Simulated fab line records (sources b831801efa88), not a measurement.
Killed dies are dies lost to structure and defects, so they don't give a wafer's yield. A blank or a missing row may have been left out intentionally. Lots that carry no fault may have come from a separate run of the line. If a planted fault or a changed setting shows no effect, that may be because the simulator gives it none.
Which tool did it? ; flow gf180mcu ; 14 lots, 42 wafers sampled, at 4 steps of a route of 602

## WHAT EACH GAUGE READ, for each wafer
GF_V1_THK_MEAS_25: measures by xrf.
lot;measured;on;V1_W_THK (nm)
L838;day 18 09:32;film metro-04;359 353 360
L840;day 19 04:05;film metro-01;368 366 366
L841;day 19 08:27;film metro-03;366 360 355
L842;day 19 15:26;film metro-04;362 359 358
L843;day 20 00:06;film metro-03;373 372 376
L845;day 20 21:08;film metro-01;369 368 364
L846;day 21 08:35;film metro-03;370 364 369
L848;day 21 20:13;film metro-03;366 369 366
L849;day 22 05:08;film metro-04;357 360 364
L850;day 22 12:44;film metro-01;360 363 360
L851;day 22 21:37;film metro-04;364 360 360
L859;day 25 14:18;film metro-01;368 363 365
L860;day 25 18:41;film metro-03;364 370 378
L861;day 26 03:28;film metro-01;367 367 368

GF_M2_CD_MEAS_14: the cd target is 280 nm.
lot;measured;on;cd nm (nm)
L838;day 19 09:58;cd sem-01;279.5 279.7 278.8
L840;day 20 04:11;cd sem-02;280.6 280.1 280.8
L841;day 20 08:49;cd sem-02;280.1 281.7 279.7
L842;day 20 15:56;cd sem-01;280.9 280.9 279.8
L843;day 21 00:38;cd sem-02;276.8 276.8 276.1
L845;day 21 21:02;cd sem-02;280.0 279.6 280.9
L846;day 22 07:43;cd sem-02;278.8 280.2 279.2
L848;day 22 19:27;cd sem-02;280.9 280.7 280.0
L849;day 23 04:30;cd sem-01;281.4 280.3 280.6
L850;day 23 12:01;cd sem-01;280.3 280.6 282.2
L851;day 23 20:51;cd sem-01;276.3 276.1 276.5
L859;day 26 12:13;cd sem-01;279.7 280.1 279.7
L860;day 26 15:32;cd sem-01;279.4 279.1 279.1
L861;day 27 00:42;cd sem-02;283.2 281.7 282.9

## EACH LOT AND THE TOOL THAT RAN IT (in order: tool; ch and the chambers of the sampled wafers; start)
lot;GF_V1_CVD_23;GF_M2_SPUTTER_01
L838;cvd w-02 ch 0,1, day 18 09:18;pvd sputter-04, day 18 09:59
L840;cvd w-01 ch 0,1, day 19 03:51;pvd sputter-03, day 19 04:32
L841;cvd w-02 ch 0,1, day 19 08:13;pvd sputter-03, day 19 08:54
L842;cvd w-01 ch 0,1, day 19 15:12;pvd sputter-04, day 19 15:52
L843;cvd w-01 ch 0,1, day 19 23:53;pvd sputter-02, day 20 00:32
L845;cvd w-02 ch 0,1, day 20 20:55;pvd sputter-02, day 20 21:36
L846;cvd w-02 ch 0,1, day 21 08:21;pvd sputter-04, day 21 09:01
L848;cvd w-02 ch 0,1, day 21 19:58;pvd sputter-02, day 21 20:40
L849;cvd w-01 ch 0,1, day 22 04:54;pvd sputter-03, day 22 05:35
L850;cvd w-02 ch 0, day 22 12:29;pvd sputter-03, day 22 13:11
L851;cvd w-01 ch 0,1, day 22 21:22;pvd sputter-02, day 22 22:04
L859;cvd w-02 ch 0, day 25 14:04;pvd sputter-02, day 25 14:45
L860;cvd w-01 ch 0,1, day 25 18:27;pvd sputter-04, day 25 19:08
L861;cvd w-01 ch 0, day 26 03:14;pvd sputter-03, day 26 03:56
- GF_V1_CVD_23: deposits W, target thk 350 nm, time 105.05 s.
- GF_M2_SPUTTER_01: material TiN, target thk 30 nm, time 25 s.

## WHAT THE TOOLS THEMSELVES READ (means of the sampled wafers that have a number; where no wafer has one, the mark that the record gives instead)
GF_V1_CVD_23.
lot;tool;heater power outer w (W);heater power w (W)
L838;cvd w-02;493;818
L840;cvd w-01;425;705
L841;cvd w-02;482;784
L842;cvd w-01;416;690
L843;cvd w-01;422;700
L845;cvd w-02;493;797
L846;cvd w-02;493;806
L848;cvd w-02;478;798
L849;cvd w-01;421;699
L850;cvd w-02;509;841
L851;cvd w-01;416;694
L859;cvd w-02;510;839
L860;cvd w-01;415;709
L861;cvd w-01;415;687

GF_M2_SPUTTER_01.
lot;tool;cathode dc power W (W);chamber pressure pa (Pa);throttle valve pct (%)
L838;pvd sputter-04;6500.5;0.3990;28.8
L840;pvd sputter-03;6499.9;0.3996;30.0
L841;pvd sputter-03;6499.3;0.4011;30.0
L842;pvd sputter-04;6500.1;0.4004;29.8
L843;pvd sputter-02;6500.0;0.4003;30.8
L845;pvd sputter-02;6500.8;0.4000;30.3
L846;pvd sputter-04;6499.6;0.4002;28.7
L848;pvd sputter-02;6499.1;0.4002;30.4
L849;pvd sputter-03;6500.0;0.3999;29.8
L850;pvd sputter-03;-;-;-
L851;pvd sputter-02;-;-;-
L859;pvd sputter-02;6499.1;0.3999;30.7
L860;pvd sputter-04;6500.6;0.4007;30.7
L861;pvd sputter-03;6498.9;0.3996;29.2

## THE ANSWER, worked out from the rows above alone
Rule: usual is defined by the lots themselves. Put in order of their means at a reading, lots are off if they are a third of the lots or fewer, leave a main group of 4 or more, and stand apart from it by a gap of 3 or more times the standard deviation of the main group's means; of several such gaps the widest counts. A main group whose means are all the same, to the digits that the tables above print for the reading, isn't used. Also off: a lot with no number at a reading for which 4 or more lots have one. Where the step has rows for the other lots, those lots are counted as sound. First the gauges in route order, then the tools' own readings, where a lot's mean is used as printed above. The first step at which some lot is off is used, and at that step the reading that is off furthest; a lot without a number counts as furthest.
Off at GF_M2_SPUTTER_01 (cathode dc power W): L850, L851. Without a number there: L850, L851. For the main group the mean is 6499.8 W and the standard deviation 0.6.
A tool fits if, at that step or a process step before it, it ran every lot that is off, and no sound lot after the first of them. Of those tried, none fits.

## WHAT THE SIMULATOR HAD INSERTED
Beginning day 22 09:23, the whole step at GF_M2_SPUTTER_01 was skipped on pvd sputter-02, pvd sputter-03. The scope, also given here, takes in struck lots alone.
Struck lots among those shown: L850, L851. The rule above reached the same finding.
